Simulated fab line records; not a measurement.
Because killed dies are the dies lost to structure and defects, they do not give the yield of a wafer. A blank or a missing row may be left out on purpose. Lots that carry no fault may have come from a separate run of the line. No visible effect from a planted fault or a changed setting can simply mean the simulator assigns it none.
fab line records + flow gf180mcu
record
- lots=5
- wafers=15
- lastDay=34
route steps=602 shown M4@475 V4@476
lots that met no fault: from a run of the same line without faults
startH: start of the lot's first displayed wafer, in hours after the record's first day + waitH: hours since the lot's step before + " unchanged from the row above + L1.1+2: a single row standing in for several wafers + - value missing, or start not given + * or withheld: withheld + < > ~ a bound
route shown NAME@n: NAME is a module with steps in the file, n the number in the route of the first one + usual: mean/standard deviation taken from wafers without a fault + same: alike in all rows + chamber/n: place in a boat + sites: each site's reading + _std_site: their standard deviation + _edge_site: inner sites' mean taken away from outer sites' mean + radiusMm: how far each site lies from the wafer's centre + mask NAME#n: copy n + behind: the most recent tool/chamber to have shaped the wafer + hold: the reason the lot was held/the length of the hold in hours/how it ended + device: whichever transistor did not switch (one of n, p or np) + end of line: at the end of the route, the tests of the same wafers + where a step has no rows: the recipe by itself + killed: not the wafer's yield, but the dies lost to structure and defects at the first sort + map: a wafer's dies, marking killed ones x, the rest . and places with no die _
set.NAME: the setting the step ran with; set.NAME@STEP: the setting that earlier step ran with + model.NAME: the simulator's own value behind a step, which no gauge read
a table for each step, a row for each wafer; lots at some steps of the route
services: when a tool's chamber went out of use (startH, in hours from the record's first day, below 0 if earlier), for how many hours, and the reason
## steps
# step GF_M4_CLEAN_19
# recipe
- chemistry=DIW
- dry=n2Spin
| lot.wafer  | tool        | chamber | startH | waitH |
|------------|-------------|---------|--------|-------|
| L074.1+4+5 | wetBench-01 | 2       | 539.39 | 0.0   |
| L075.1+3+6 | wetBench-02 | 0       | 547.85 | 0.0   |
| L078.2+4+5 | wetBench-01 | 2       | 580.51 | 0.0   |
| L087.1+2+6 | wetBench-02 | 2       | 642.26 | 0.0   |
| L097.4+5+6 | wetBench-01 | 2       | 711.10 | 0.0   |
# step GF_V4_CVD_00
# recipe
- material=SiO2
- targetThkNm=600
- sigmaOpenFrac=0.3
- tempC=400
- timeS=100
- sih4FlowSccm=60
- pressureMtorr=6
| lot.wafer  | tool      | chamber | startH | waitH |
|------------|-----------|---------|--------|-------|
| L074.1+4+5 | hdpcvd-02 | 1,2,0   | 539.48 | 0.0   |
| L075.1+3+6 | hdpcvd-02 | 1,2,1   | 547.95 | 0.0   |
| L078.2+4+5 | hdpcvd-02 | 2,0,2   | 580.60 | 0.0   |
| L087.1+2+6 | hdpcvd-02 | 1,0,2   | 642.35 | 0.0   |
| L097.4+5+6 | hdpcvd-01 | 1,2,0   | 711.23 | 0.0   |
# step GF_V4_THK_MEAS_01
# recipe
- reads=SiO2_of_V4_CVD_00
# usual
- V4_CVD_00_THK=598/5.6
| lot.wafer | tool         | chamber | startH | waitH | V4_CVD_00_THK[nm] |
|-----------|--------------|---------|--------|-------|-------------------|
| L074.1    | filmMetro-01 | -       | 539.56 | 0.0   | 595               |
| L074.4    | "            | -       | "      | "     | 594               |
| L074.5    | "            | -       | "      | "     | 602               |
| L075.1    | filmMetro-02 | -       | 548.02 | 0.0   | 599               |
| L075.3    | "            | -       | "      | "     | 601               |
| L075.6    | "            | -       | "      | "     | 588               |
| L078.2    | filmMetro-04 | -       | 580.68 | 0.0   | 593               |
| L078.4    | "            | -       | "      | "     | 602               |
| L078.5    | "            | -       | "      | "     | 601               |
| L087.1    | filmMetro-04 | -       | 642.43 | 0.0   | 598               |
| L087.2    | "            | -       | "      | "     | 605               |
| L087.6    | "            | -       | "      | "     | 610               |
| L097.4    | filmMetro-01 | -       | 711.30 | 0.0   | 598               |
| L097.5    | "            | -       | "      | "     | 595               |
| L097.6    | "            | -       | "      | "     | 601               |
# step GF_V4_CVD_02
# recipe
- material=SiO2
- targetThkNm=850
- precursor=TEOS
- tempC=400
- timeS=94.851
- rfW=600
# usual
- heaterPowerW=681/140
| lot.wafer | tool     | chamber | startH | waitH | heaterPowerW |
|-----------|----------|---------|--------|-------|--------------|
| L074.1    | pecvd-01 | 2       | 539.62 | 0.1   | 559          |
| L074.4    | "        | 2       | "      | "     | 616          |
| L074.5    | "        | 0       | "      | "     | 670          |
| L075.1    | pecvd-02 | 0       | 548.08 | 0.1   | 791          |
| L075.3    | "        | 1       | "      | "     | 489          |
| L075.6    | "        | 1       | "      | "     | 530          |
| L078.2    | pecvd-02 | 0       | 580.73 | 0.0   | 872          |
| L078.4    | "        | 0       | "      | "     | 720          |
| L078.5    | "        | 2       | "      | "     | 747          |
| L087.1    | pecvd-02 | 0       | 642.49 | 0.1   | 870          |
| L087.2    | "        | 1       | "      | "     | 493          |
| L087.6    | "        | 2       | "      | "     | 851          |
| L097.4    | pecvd-02 | 0       | 711.36 | 0.1   | 850          |
| L097.5    | "        | 1       | "      | "     | 528          |
| L097.6    | "        | 2       | "      | "     | 894          |
# step GF_V4_THK_MEAS_03
# recipe
- reads=SiO2_of_V4_CVD_02
# usual
- V4_CVD_02_THK=848/13
| lot.wafer | tool         | chamber | startH | waitH | V4_CVD_02_THK[nm] |
|-----------|--------------|---------|--------|-------|-------------------|
| L074.1    | filmMetro-02 | -       | 539.69 | 0.0   | 823               |
| L074.4    | "            | -       | "      | "     | 830               |
| L074.5    | "            | -       | "      | "     | 862               |
| L075.1    | filmMetro-04 | -       | 548.15 | 0.0   | 829               |
| L075.3    | "            | -       | "      | "     | 844               |
| L075.6    | "            | -       | "      | "     | 846               |
| L078.2    | filmMetro-01 | -       | 580.81 | 0.0   | 831               |
| L078.4    | "            | -       | "      | "     | 843               |
| L078.5    | "            | -       | "      | "     | 864               |
| L087.1    | filmMetro-01 | -       | 642.56 | 0.0   | 824               |
| L087.2    | "            | -       | "      | "     | 827               |
| L087.6    | "            | -       | "      | "     | 846               |
| L097.4    | filmMetro-04 | -       | 711.43 | 0.0   | 870               |
| L097.5    | "            | -       | "      | "     | 861               |
| L097.6    | "            | -       | "      | "     | 860               |
# step GF_V4_CMP_04
# recipe
- material=SiO2
- downForcePsi=4
- platenRpm=60
- padVelocityMS=0.94248
# usual
- motorCurrentA=12.2/1.2
- slurryFilterDpKPa=13.50/0.13
- timeToEndpointS=80/6.3
| lot.wafer | tool   | chamber | startH | waitH | motorCurrentA | slurryFilterDpKPa | timeToEndpointS |
|-----------|--------|---------|--------|-------|---------------|-------------------|-----------------|
| L074.1    | cmp-01 | 2       | 539.80 | 0.1   | 12.3          | 13.69             | 71              |
| L074.4    | "      | 3       | "      | "     | 14.3          | 13.67             | 75              |
| L074.5    | "      | 2       | "      | "     | 12.6          | 13.47             | 81              |
| L075.1    | cmp-02 | 0       | 548.21 | 0.1   | 11.4          | 13.35             | 71              |
| L075.3    | "      | 1       | "      | "     | 10.5          | 13.42             | 78              |
| L075.6    | "      | 1       | "      | "     | 11.0          | 13.10             | 80              |
| L078.2    | cmp-01 | 3       | 580.86 | 0.0   | 13.6          | 13.45             | 73              |
| L078.4    | "      | 2       | "      | "     | 12.1          | 13.62             | 73              |
| L078.5    | "      | 0       | "      | "     | 12.6          | 13.53             | 83              |
| L087.2    | cmp-01 | 2       | 642.62 | 0.0   | 12.1          | 13.45             | 76              |
| L087.1    | "      | 0       | "      | "     | 12.2          | 13.45             | 77              |
| L087.6    | "      | 3       | "      | "     | 14.2          | 13.64             | 82              |
| L097.4    | cmp-01 | 2       | 711.61 | 0.2   | 12.2          | 13.38             | 91              |
| L097.6    | "      | 3       | "      | "     | 13.6          | 13.54             | 91              |
| L097.5    | "      | 0       | "      | "     | 12.5          | 13.54             | 90              |
# step GF_V4_BOW_MEAS_05
# recipe
- mode=bow
# usual
- V4_BOW=134/11
| lot.wafer | tool         | chamber | startH | waitH | V4_BOW[um] |
|-----------|--------------|---------|--------|-------|------------|
| L074.1    | filmMetro-01 | -       | 540.05 | 0.2   | 124        |
| L074.4    | "            | -       | "      | "     | 129        |
| L074.5    | "            | -       | "      | "     | 135        |
| L075.1    | filmMetro-01 | -       | 548.51 | 0.2   | 110        |
| L075.3    | "            | -       | "      | "     | 123        |
| L075.6    | "            | -       | "      | "     | 114        |
| L078.2    | filmMetro-02 | -       | 581.18 | 0.3   | 146        |
| L078.4    | "            | -       | "      | "     | 141        |
| L078.5    | "            | -       | "      | "     | 139        |
| L087.1    | filmMetro-04 | -       | 642.92 | 0.1   | 110        |
| L087.2    | "            | -       | "      | "     | 129        |
| L087.6    | "            | -       | "      | "     | 125        |
| L097.4    | filmMetro-04 | -       | 711.82 | 0.2   | 136        |
| L097.5    | "            | -       | "      | "     | 122        |
| L097.6    | "            | -       | "      | "     | 137        |
# step GF_V4_DEHYDRATE_06
# recipe
- tempC=200
- timeS=60
| lot.wafer  | tool          | chamber | startH | waitH |
|------------|---------------|---------|--------|-------|
| L074.1+4+5 | lithoTrack-04 | 0       | 550.58 | 10.5  |
| L075.1+3+6 | lithoTrack-03 | 0       | 559.52 | 11.0  |
| L078.2+4+5 | lithoTrack-04 | 0       | 591.01 | 9.8   |
| L087.1+2+6 | lithoTrack-03 | 0       | 652.11 | 9.2   |
| L097.4+5+6 | lithoTrack-01 | 0       | 719.68 | 7.8   |
# step GF_V4_HMDS_07
# recipe
- primeTimeS=60
- primeTempC=120
| lot.wafer  | tool          | chamber | startH | waitH |
|------------|---------------|---------|--------|-------|
| L074.1+4+5 | lithoTrack-04 | 0       | 550.73 | 0.1   |
| L075.1+3+6 | lithoTrack-03 | 0       | 559.67 | 0.1   |
| L078.2+4+5 | lithoTrack-04 | 0       | 591.16 | 0.1   |
| L087.1+2+6 | lithoTrack-03 | 0       | 652.26 | 0.1   |
| L097.4+5+6 | lithoTrack-01 | 0       | 719.83 | 0.1   |
# step GF_V4_COAT_08
# recipe
- resist=BARC
- tempC=withheld
- timeS=withheld
- spinRpm=withheld
- resistThkNm=withheld
# usual
- dispensePressureKPa=49.7/1.3
| lot.wafer | tool          | chamber | startH | waitH | dispensePressureKPa |
|-----------|---------------|---------|--------|-------|---------------------|
| L074.1    | lithoTrack-04 | 0       | 550.88 | 0.1   | 48.9                |
| L074.4    | "             | 0       | "      | "     | 48.9                |
| L074.5    | "             | 0       | "      | "     | 48.9                |
| L075.1    | lithoTrack-03 | 0       | 559.82 | 0.1   | 49.3                |
| L075.3    | "             | 0       | "      | "     | 49.2                |
| L075.6    | "             | 0       | "      | "     | 49.2                |
| L078.2    | lithoTrack-04 | 0       | 591.31 | 0.1   | 48.9                |
| L078.4    | "             | 0       | "      | "     | 48.9                |
| L078.5    | "             | 0       | "      | "     | 48.9                |
| L087.1    | lithoTrack-03 | 0       | 652.41 | 0.1   | 49.3                |
| L087.2    | "             | 0       | "      | "     | 49.3                |
| L087.6    | "             | 0       | "      | "     | 49.3                |
| L097.4    | lithoTrack-01 | 0       | 719.98 | 0.1   | 52.3                |
| L097.5    | "             | 0       | "      | "     | 52.3                |
| L097.6    | "             | 0       | "      | "     | 52.3                |
# step GF_V4_COAT_09
# recipe
- resist=KrF
- spinRpm=withheld
- resistThkNm=1000
# usual
- dispensePressureKPa=49.7/1.3
| lot.wafer | tool          | chamber | startH | waitH | dispensePressureKPa |
|-----------|---------------|---------|--------|-------|---------------------|
| L074.1    | lithoTrack-04 | 0       | -      | -     | 48.9                |
| L074.4    | "             | 0       | "      | "     | 48.9                |
| L074.5    | "             | 0       | "      | "     | 48.9                |
| L075.1    | lithoTrack-03 | 0       | -      | -     | 49.3                |
| L075.3    | "             | 0       | "      | "     | 49.3                |
| L075.6    | "             | 0       | "      | "     | 49.3                |
| L078.2    | lithoTrack-04 | 0       | -      | -     | 48.9                |
| L078.4    | "             | 0       | "      | "     | 48.9                |
| L078.5    | "             | 0       | "      | "     | 48.9                |
| L087.1    | lithoTrack-03 | 0       | -      | -     | 49.2                |
| L087.2    | "             | 0       | "      | "     | 49.2                |
| L087.6    | "             | 0       | "      | "     | 49.2                |
| L097.4    | lithoTrack-01 | 0       | -      | -     | 52.3                |
| L097.5    | "             | 0       | "      | "     | 52.3                |
| L097.6    | "             | 0       | "      | "     | 52.3                |
# step GF_V4_SOFTBAKE_10
# recipe
- tempC=130
- timeS=60
- resist=KrF
| lot.wafer  | tool          | chamber | startH | waitH |
|------------|---------------|---------|--------|-------|
| L074.1+4+5 | lithoTrack-04 | 0       | -      | -     |
| L075.1+3+6 | lithoTrack-03 | 0       | -      | -     |
| L078.2+4+5 | lithoTrack-04 | 0       | -      | -     |
| L087.1+2+6 | lithoTrack-03 | 0       | -      | -     |
| L097.4+5+6 | lithoTrack-01 | 0       | -      | -     |
# step GF_V4_EXPOSE_11
# recipe
- maskId=Via4
- targetCdNm=260
- na=0.68
- sourceShape=conventional
- sigmaOuter=0.6
- doseMj=38
| lot.wafer  | tool          | chamber | startH | waitH | mask   |
|------------|---------------|---------|--------|-------|--------|
| L074.1+4+5 | krfScanner-02 | 0       | -      | -     | Via4#0 |
| L075.1+3+6 | krfScanner-02 | 0       | -      | -     | Via4#0 |
| L078.2+4+5 | krfScanner-02 | 0       | -      | -     | Via4#0 |
| L087.1+2+6 | krfScanner-01 | 0       | -      | -     | Via4#0 |
| L097.4+5+6 | krfScanner-01 | 0       | -      | -     | Via4#0 |
## services
| tool          | chamber | startH | hours | kind   |
|---------------|---------|--------|-------|--------|
| pecvd-02      | -       | 520.04 | 14.6  | pm     |
| pecvd-02      | 0       | 535.72 | 9.0   | repair |
| hdpcvd-01     | -       | 539.25 | 15.0  | pm     |
| krfScanner-02 | -       | 552.12 | 4.3   | repair |
| cmp-02        | -       | 554.24 | 6.2   | pm     |
| krfScanner-01 | -       | 557.04 | 0.6   | repair |
| cmp-01        | -       | 558.74 | 4.3   | repair |
| cmp-02        | -       | 564.15 | 0.5   | repair |
| pecvd-02      | -       | 566.71 | 1.4   | repair |
| cmp-02        | -       | 572.24 | 4.0   | pm     |
| krfScanner-01 | -       | 577.07 | 0.8   | pm     |
| krfScanner-01 | -       | 579.04 | 2.8   | repair |
| krfScanner-02 | -       | 585.34 | 0.8   | pm     |
| krfScanner-01 | -       | 586.23 | 5.9   | repair |
| krfScanner-02 | -       | 592.11 | 1.0   | pm     |
| krfScanner-01 | -       | 593.11 | 1.3   | pm     |
| cmp-02        | -       | 611.73 | 11.3  | pm     |
| krfScanner-01 | -       | 622.14 | 1.0   | pm     |
| pecvd-01      | -       | 625.93 | 2.8   | pm     |
| krfScanner-02 | -       | 671.01 | 1.3   | pm     |
| cmp-01        | -       | 674.57 | 5.6   | pm     |
| pecvd-02      | 1       | 679.13 | 11.4  | repair |
| pecvd-02      | -       | 680.18 | 7.6   | repair |
| krfScanner-02 | -       | 696.23 | 4.4   | pm     |
## key
fault none
